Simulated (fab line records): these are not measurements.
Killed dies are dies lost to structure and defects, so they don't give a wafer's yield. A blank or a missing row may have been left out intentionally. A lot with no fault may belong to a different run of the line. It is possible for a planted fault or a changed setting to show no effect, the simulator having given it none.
fab line records ; flow sky130
[record] lots = 13; wafers = 39; last-day = 50
route steps=708 shown LDD_N@253 CONTACT@422 METAL1@449 PAD_OPEN@708
lots untouched by any fault: they come from a run of this same line in which no faults occurred
start-h: hours from the record's opening day to when the first of the lot's shown wafers began ; wait-h: time in hours since the lot's previous step ; " same as the row above ; L1.1+2: a row that stands for several wafers ; - no value present, or no start provided ; * or withheld: withheld ; < > ~ a bound
route shown NAME@n: names a module that has steps shown in the file, with the first one's number in the route ; usual: mean/standard deviation taken from wafers without a fault ; same: alike in all rows ; chamber/n: place in a boat ; sites: readings site by site ; _std_site: standard deviation across them ; _edge_site: outer sites' mean less inner sites' ; radius-mm: for every site, how far away it sits from the centre of the wafer ; mask NAME#n: copy n ; behind: the tool/chamber that last shaped the wafer ; hold: why the lot was held/for how many hours/how that ended ; device: the n, p or np transistor that did not switch ; end of line: at the end of the route, the tests of the same wafers ; where a step has no rows: the recipe by itself ; killed: at the first sort, the dies lost to defects and structure; wafer yield is something else ; map: the dies of a wafer, with x for killed, . for not killed, _ for no die there
set.NAME: the setting that was run; set.NAME@STEP: the one run at that earlier step ; model.NAME: the simulator's own value behind a step, which no gauge read
one table for each step of the route and one row for each wafer, over a sample of lots
services: from which hour (start-h, from the record's first day; less than 0 if before it) a tool's chamber was out of use, for how many hours, and why
[[steps]]
[step SKY_LDD_N_STRIP_16]
[recipe] chemistry = O2/N2; power-w = 1400; pressure-mtorr = 1500; platen-temp-c = withheld; o2-flow-sccm = 3000; n2-flow-sccm = 300; overash-fraction = 0.5
[usual] drypump-motor-current-A = 5.77/0.08; oes-product-au = 0.407/0.0045; overash-fraction = 0.5/0; strip-time-to-endpoint-s = 4.326/0.014
lot.wafer;tool;chamber;start-h;wait-h;drypump-motor-current-A;oes-product-au;overash-fraction;rf-hours-counter-h;strip-time-to-endpoint-s
L269.1;plasma-asher-01;1;399.23;0.1;5.77;0.408;0.5;69;4.336
L269.2;plasma-asher-01;0;399.23;0.1;5.83;0.413;0.5;69;4.314
L269.4;plasma-asher-01;0;399.23;0.1;5.83;0.401;0.5;-;4.323
L273.1;plasma-asher-01;1;459.53;0.1;5.77;0.411;0.5;75;4.312
L273.5;plasma-asher-01;0;459.53;0.1;5.84;0.408;0.5;-;4.300
L273.6;plasma-asher-01;1;459.53;0.1;5.79;0.407;0.5;-;4.323
L274.3;plasma-asher-04;1;472.47;0.1;5.82;0.411;0.5;-;4.337
L274.5;plasma-asher-04;1;472.47;0.1;5.80;0.411;0.5;-;4.342
L274.6;plasma-asher-04;0;472.47;0.1;5.75;0.405;0.5;-;4.349
L276.2;plasma-asher-01;0;476.64;0.1;5.80;0.406;0.5;77;4.314
L276.4;plasma-asher-01;0;476.64;0.1;5.82;0.416;0.5;-;4.326
L276.6;plasma-asher-01;1;476.64;0.1;5.78;0.398;0.5;-;4.334
L275.4;plasma-asher-04;1;480.43;0.1;5.82;0.411;0.5;-;4.332
L275.5;plasma-asher-04;0;480.43;0.1;5.70;0.413;0.5;-;4.318
L275.6;plasma-asher-04;1;480.43;0.1;5.81;0.405;0.5;-;4.303
L277.4;plasma-asher-01;0;500.06;0.1;5.84;0.418;0.5;-;4.334
L277.5;plasma-asher-01;1;500.06;0.1;5.77;0.404;0.5;-;4.327
L277.6;plasma-asher-01;0;500.06;0.1;5.84;0.407;0.5;-;4.339
L279.1;plasma-asher-04;0;505.34;0.1;5.70;0.396;0.5;7;4.314
L279.4;plasma-asher-04;0;505.34;0.1;5.68;0.411;0.5;-;4.308
L279.6;plasma-asher-04;0;505.34;0.1;5.71;0.409;0.5;-;4.308
L281.3;plasma-asher-04;1;517.33;0.1;5.77;0.407;0.5;-;4.343
L281.5;plasma-asher-04;0;517.33;0.1;5.70;0.406;0.5;-;4.334
L281.6;plasma-asher-04;1;517.33;0.1;5.79;0.404;0.5;-;4.328
L286.1;plasma-asher-01;0;558.69;0.1;5.84;0.411;0.7;85;4.332
L286.4;plasma-asher-01;1;558.69;0.1;5.79;0.416;0.7;-;4.324
L286.5;plasma-asher-01;1;558.69;0.1;5.79;0.410;0.7;-;4.327
L287.1;plasma-asher-01;1;561.74;0.1;5.78;0.412;0.7;85;4.322
L287.3;plasma-asher-01;1;561.74;0.1;5.78;0.409;0.7;-;4.324
L287.4;plasma-asher-01;0;561.74;0.1;5.83;0.413;0.7;-;4.323
L289.1;plasma-asher-04;0;585.37;0.1;5.68;0.398;0.5;16;4.328
L289.5;plasma-asher-04;1;585.37;0.1;5.83;0.407;0.5;-;4.320
L289.6;plasma-asher-04;0;585.37;0.1;5.69;0.400;0.5;-;4.316
L290.1;plasma-asher-02;0;594.82;0.1;5.56;0.407;0.5;80;4.333
L290.3;plasma-asher-02;0;594.82;0.1;5.55;0.416;0.5;-;4.325
L290.6;plasma-asher-02;1;594.82;0.1;5.88;0.404;0.5;-;4.313
L292.2;plasma-asher-04;0;601.02;0.1;5.67;0.403;0.5;17;4.335
L292.5;plasma-asher-04;1;601.02;0.1;5.82;0.412;0.5;-;4.343
L292.6;plasma-asher-04;0;601.02;0.1;5.73;0.410;0.5;-;4.342
[step SKY_CONTACT_ETCH_16]
[recipe] chemistry = N2/H2; target = BARC; ion-energy-ev = 200; source-w = 500; bias-w = 100; pressure-mtorr = 30; n2-flow-sccm = 100; h2-flow-sccm = 200; stop-on = SiO2; time-s = 45.9; target-depth-a = 600
[usual] drypump-motor-current-A = 5.5/0.59; oes-product-au = 0.855/0.0043; throttle-valve-pct = 13.226/0.0089
lot.wafer;tool;chamber;start-h;wait-h;drypump-motor-current-A;oes-product-au;rf-hours-counter-h;throttle-valve-pct
L269.1;rie-diel-01;0;737.34;0.0;6.5;0.857;1;13.242
L269.2;rie-diel-01;1;737.34;0.0;5.2;0.851;10;13.222
L269.4;rie-diel-01;3;737.34;0.0;5.4;0.863;19;13.216
L273.1;rie-diel-01;3;787.11;0.0;5.4;0.849;20;13.222
L273.5;rie-diel-01;0;787.11;0.0;6.5;0.858;-;13.223
L273.6;rie-diel-01;3;787.11;0.0;5.4;0.854;-;13.229
L274.3;rie-diel-03;2;795.74;0.0;5.5;0.849;10;13.224
L274.5;rie-diel-03;0;795.74;0.0;4.7;0.858;-;13.226
L274.6;rie-diel-03;3;795.74;0.0;5.9;0.852;-;13.236
L276.2;rie-diel-01;3;804.71;0.0;5.4;0.852;21;13.227
L276.4;rie-diel-01;1;804.71;0.0;5.2;0.852;12;13.228
L276.6;rie-diel-01;1;804.71;0.0;5.2;0.857;-;13.226
L275.4;rie-diel-03;0;805.71;0.0;4.7;0.850;16;13.240
L275.5;rie-diel-03;2;805.71;0.0;5.5;0.859;-;13.198
L275.6;rie-diel-03;1;805.71;0.0;4.7;0.851;-;13.232
L277.4;rie-diel-03;1;820.81;0.0;4.7;0.856;6;13.230
L277.5;rie-diel-03;0;820.81;0.0;4.7;0.855;-;13.227
L277.6;rie-diel-03;1;820.81;0.0;4.7;0.857;-;13.224
L279.1;rie-diel-03;2;824.19;0.0;5.5;0.859;10;13.207
L279.4;rie-diel-03;1;824.19;0.0;4.7;0.853;6;13.230
L279.6;rie-diel-03;1;824.19;0.0;4.7;0.863;-;13.225
L281.3;rie-diel-03;0;837.14;0.0;4.7;0.851;17;13.207
L281.5;rie-diel-03;0;837.14;0.0;4.7;0.858;-;13.216
L281.6;rie-diel-03;1;837.14;0.0;4.7;0.862;-;13.245
L286.1;rie-diel-01;1;870.16;0.0;5.2;0.853;13;13.235
L286.4;rie-diel-01;0;870.16;0.0;6.5;0.851;-;13.237
L286.5;rie-diel-01;1;870.16;0.0;5.2;0.851;-;13.229
L287.1;rie-diel-03;0;874.14;0.0;4.7;0.852;18;13.226
L287.3;rie-diel-03;3;874.14;0.0;6.0;0.853;0;13.232
L287.4;rie-diel-03;1;874.14;0.0;4.7;0.850;-;13.231
L289.1;rie-diel-04;2;893.19;0.0;6.4;0.854;17;13.236
L289.5;rie-diel-04;3;893.19;0.0;5.8;0.843;-;13.228
L289.6;rie-diel-04;2;893.19;0.0;6.4;0.860;-;13.233
L290.1;rie-diel-04;2;906.64;0.0;6.4;0.855;17;13.234
L290.3;rie-diel-04;3;906.64;0.0;5.8;0.849;21;13.209
L290.6;rie-diel-04;1;906.64;0.0;6.0;0.861;-;13.231
L292.2;rie-diel-03;1;908.89;0.0;4.7;0.849;9;13.207
L292.5;rie-diel-03;1;908.89;0.0;4.7;0.851;-;13.221
L292.6;rie-diel-03;0;908.89;0.0;4.7;0.856;-;13.232
[step SKY_CONTACT_THK_MEAS_26]
[recipe] thk-meas-gauge = xrf; reads = W_of_CONTACT_CVD_24
[usual] CONTACT_W_THK = 341/7.5
lot.wafer;tool;chamber;start-h;wait-h;CONTACT_W_THK[nm]
L269.1;film-metro-03;-;738.35;0.1;329
L269.2;film-metro-03;-;738.35;0.1;337
L269.4;film-metro-03;-;738.35;0.1;328
L273.1;film-metro-03;-;788.13;0.1;337
L273.5;film-metro-03;-;788.13;0.1;331
L273.6;film-metro-03;-;788.13;0.1;335
L274.3;film-metro-03;-;796.78;0.1;337
L274.5;film-metro-03;-;796.78;0.1;340
L274.6;film-metro-03;-;796.78;0.1;336
L276.2;film-metro-01;-;805.78;0.1;345
L276.4;film-metro-01;-;805.78;0.1;349
L276.6;film-metro-01;-;805.78;0.1;343
L275.4;film-metro-02;-;806.76;0.1;334
L275.5;film-metro-02;-;806.76;0.1;343
L275.6;film-metro-02;-;806.76;0.1;340
L277.4;film-metro-03;-;821.86;0.1;331
L277.5;film-metro-03;-;821.86;0.1;332
L277.6;film-metro-03;-;821.86;0.1;328
L279.1;film-metro-01;-;825.25;0.1;353
L279.4;film-metro-01;-;825.25;0.1;354
L279.6;film-metro-01;-;825.25;0.1;348
L281.3;film-metro-01;-;838.18;0.1;349
L281.5;film-metro-01;-;838.18;0.1;351
L281.6;film-metro-01;-;838.18;0.1;346
L286.1;film-metro-03;-;871.19;0.1;334
L286.4;film-metro-03;-;871.19;0.1;346
L286.5;film-metro-03;-;871.19;0.1;336
L287.1;film-metro-01;-;875.20;0.1;343
L287.3;film-metro-01;-;875.20;0.1;355
L287.4;film-metro-01;-;875.20;0.1;342
L289.1;film-metro-01;-;894.21;0.1;346
L289.5;film-metro-01;-;894.21;0.1;344
L289.6;film-metro-01;-;894.21;0.1;347
L290.1;film-metro-01;-;907.65;0.1;339
L290.3;film-metro-01;-;907.65;0.1;347
L290.6;film-metro-01;-;907.65;0.1;351
L292.2;film-metro-01;-;909.92;0.1;338
L292.5;film-metro-01;-;909.92;0.1;351
L292.6;film-metro-01;-;909.92;0.1;346
[step SKY_METAL1_CD_MEAS_15]
[recipe] target-cd-nm = 140
[usual] cd-nm = 139.3/1.6
lot.wafer;tool;chamber;start-h;wait-h;cd-nm
L269.1;cd-sem-01;-;766.29;-;139.2
L269.2;cd-sem-01;-;766.29;-;140.0
L269.4;cd-sem-01;-;766.29;-;139.8
L273.1;cd-sem-02;-;814.86;-;138.7
L273.5;cd-sem-02;-;814.86;-;138.8
L273.6;cd-sem-02;-;814.86;-;139.5
L274.3;cd-sem-02;-;823.73;-;136.8
L274.5;cd-sem-02;-;823.73;-;137.6
L274.6;cd-sem-02;-;823.73;-;136.1
L276.2;cd-sem-01;-;831.46;-;141.7
L276.4;cd-sem-01;-;831.46;-;141.4
L276.6;cd-sem-01;-;831.46;-;141.3
L275.4;cd-sem-02;-;833.27;-;139.4
L275.5;cd-sem-02;-;833.27;-;137.9
L275.6;cd-sem-02;-;833.27;-;138.4
L277.4;cd-sem-01;-;849.21;-;140.3
L277.5;cd-sem-01;-;849.21;-;140.6
L277.6;cd-sem-01;-;849.21;-;141.2
L279.1;cd-sem-02;-;852.26;-;141.4
L279.4;cd-sem-02;-;852.26;-;141.2
L279.6;cd-sem-02;-;852.26;-;141.8
L281.3;cd-sem-02;-;864.43;-;141.5
L281.5;cd-sem-02;-;864.43;-;141.6
L281.6;cd-sem-02;-;864.43;-;142.5
L286.1;cd-sem-01;-;897.70;-;139.0
L286.4;cd-sem-01;-;897.70;-;139.8
L286.5;cd-sem-01;-;897.70;-;139.9
L287.1;cd-sem-02;-;901.35;-;139.9
L287.3;cd-sem-02;-;901.35;-;137.8
L287.4;cd-sem-02;-;901.35;-;137.8
L289.1;cd-sem-01;-;919.94;-;138.2
L289.5;cd-sem-01;-;919.94;-;138.9
L289.6;cd-sem-01;-;919.94;-;136.9
L290.1;cd-sem-01;-;932.86;-;137.9
L290.3;cd-sem-01;-;932.86;-;138.5
L290.6;cd-sem-01;-;932.86;-;138.6
L292.2;cd-sem-01;-;935.31;-;137.6
L292.5;cd-sem-01;-;935.31;-;137.0
L292.6;cd-sem-01;-;935.31;-;137.6
[step SKY_PAD_OPEN_PROBE_99]
[usual] killed_at_M0_to_M3 = 43/6.9; killed_at_M4_up = 3.0/1.8; killed-at-contacts = 24/4.8; killed-at-front-end = 15/4.5; killed-at-other = 0.4/0.67; killed-dies = 86/9.2; killed-open = 46/6.9; killed-short = 39/6
[same] gross-dies = 492; killed-at-back-side = 0
lot.wafer;tool;chamber;start-h;wait-h;killed_at_M0_to_M3;killed_at_M4_up;killed-at-contacts;killed-at-front-end;killed-at-other;killed-dies;killed-open;killed-short
L275.4;prober-01;-;1128.49;0.2;40;2;23;12;0;77;45;32
L275.5;prober-01;-;1128.54;0.2;44;2;31;9;1;87;48;39
L275.6;prober-01;-;1128.59;0.2;36;0;26;11;1;74;33;41
L289.1;prober-01;-;1189.91;0.1;45;2;27;13;0;87;48;38
L289.5;prober-01;-;1190.11;0.2;47;1;22;10;1;81;32;49
L289.6;prober-01;-;1190.16;0.2;45;3;26;20;0;94;47;47
// killed by level:class
L275.4 CONTACT:geometric-particle:open=9 VIA1:geometric-particle:open=9 LI_CONTACT:geometric-particle:open=6 VIA2:geometric-particle:open=5 VIA1:geometric-particle:short=5 FIELD_ISO:geometric-particle:short=4 METAL1:geometric-particle:short=4 METAL2:geometric-particle:short=4
L275.5 LI_CONTACT:geometric-particle:open=12 VIA2:geometric-particle:open=8 METAL1:geometric-particle:short=8 CONTACT:geometric-particle:open=7 VIA1:geometric-particle:open=7 LOCAL_INTERCONNECT:geometric-particle:short=6 METAL2:geometric-particle:short=5 CONTACT:geometric-particle:short=4
L275.6 VIA1:geometric-particle:open=10 CONTACT:geometric-particle:open=7 CONTACT:geometric-particle:short=7 METAL1:geometric-particle:short=7 POLY_GATE:geometric-particle:short=6 LOCAL_INTERCONNECT:geometric-particle:short=6 LI_CONTACT:geometric-particle:open=4 VIA1:geometric-particle:short=4
L289.1 VIA1:geometric-particle:open=17 CONTACT:geometric-particle:open=12 VIA1:geometric-particle:short=7 LI_CONTACT:geometric-particle:open=5 POLY_GATE:geometric-particle:open=4 POLY_GATE:geometric-particle:short=4 LOCAL_INTERCONNECT:geometric-particle:short=4 METAL1:geometric-particle:short=4
L289.5 VIA1:geometric-particle:open=13 METAL2:geometric-particle:short=10 CONTACT:geometric-particle:short=8 FIELD_ISO:geometric-particle:short=6 CONTACT:geometric-particle:open=6 LOCAL_INTERCONNECT:geometric-particle:short=5 VIA3:geometric-particle:open=5 VIA1:geometric-particle:short=4
L289.6 CONTACT:geometric-particle:open=11 VIA1:geometric-particle:open=10 POLY_GATE:geometric-particle:short=7 LI_CONTACT:geometric-particle:open=6 FIELD_ISO:geometric-particle:short=5 METAL2:geometric-particle:short=5 METAL1:geometric-particle:short=5 VIA1:geometric-particle:short=5
[[services]]
tool;chamber;start-h;hours;kind
plasma-asher-01;-;406.69;1.5;repair
plasma-asher-04;-;421.25;9.0;pm
rie-diel-03;2;430.77;4.3;repair
rie-diel-03;0;431.84;12.7;repair
plasma-asher-01;-;467.58;2.9;repair
plasma-asher-01;-;472.70;2.8;repair
plasma-asher-04;-;486.86;2.8;pm
plasma-asher-01;-;511.13;0.3;repair
plasma-asher-04;-;519.20;4.3;repair
rie-diel-03;0;535.59;3.1;repair
plasma-asher-01;-;542.79;3.3;repair
rie-diel-03;2;599.32;3.2;repair
plasma-asher-01;-;615.14;4.3;pm
rie-diel-03;0;630.59;4.2;repair
plasma-asher-04;-;641.20;1.4;repair
plasma-asher-01;-;716.09;1.6;repair
plasma-asher-01;-;733.75;9.0;pm
rie-diel-03;-;740.46;4.0;repair
plasma-asher-01;-;740.57;1.8;repair
rie-diel-03;3;777.58;3.3;repair
plasma-asher-01;-;829.12;1.9;repair
plasma-asher-01;-;855.66;4.5;repair
rie-diel-03;2;870.05;7.4;repair
rie-diel-03;-;903.88;3.2;repair
[[key]]
[first-sign] step = SKY_LDD_N_STRIP_16; reading = overash-fraction; direction = up; sigmas = 99+; usual = 0.5; struck = 0.7
effect none on later readings
met-at SKY_LDD_N_STRIP_16
struck-lots L286,L287
tester-left-out L286,L287
not-acting-at SKY_CONTACT_ETCH_16,SKY_CONTACT_THK_MEAS_26,SKY_METAL1_CD_MEAS_15
onset-between 500.06 558.69
[fault] kind = process-parameter-drift; tool = plasma-asher-01; chamber = -; onset-h = 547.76; steps = SKY_LDD_N_STRIP_16; channel = overash-fraction; offset = 0.2; shape = step; end-h = 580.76; acts-in = these-recipes-only; stated = 0.5
// tester-left-out: of these lots the tester's yield and bins aren't shown, on N5 and GAA mostly nor the transistor test; their killed dies are dies lost to structure and defects alone, not to doping, threshold or leakage, so they don't give the yield
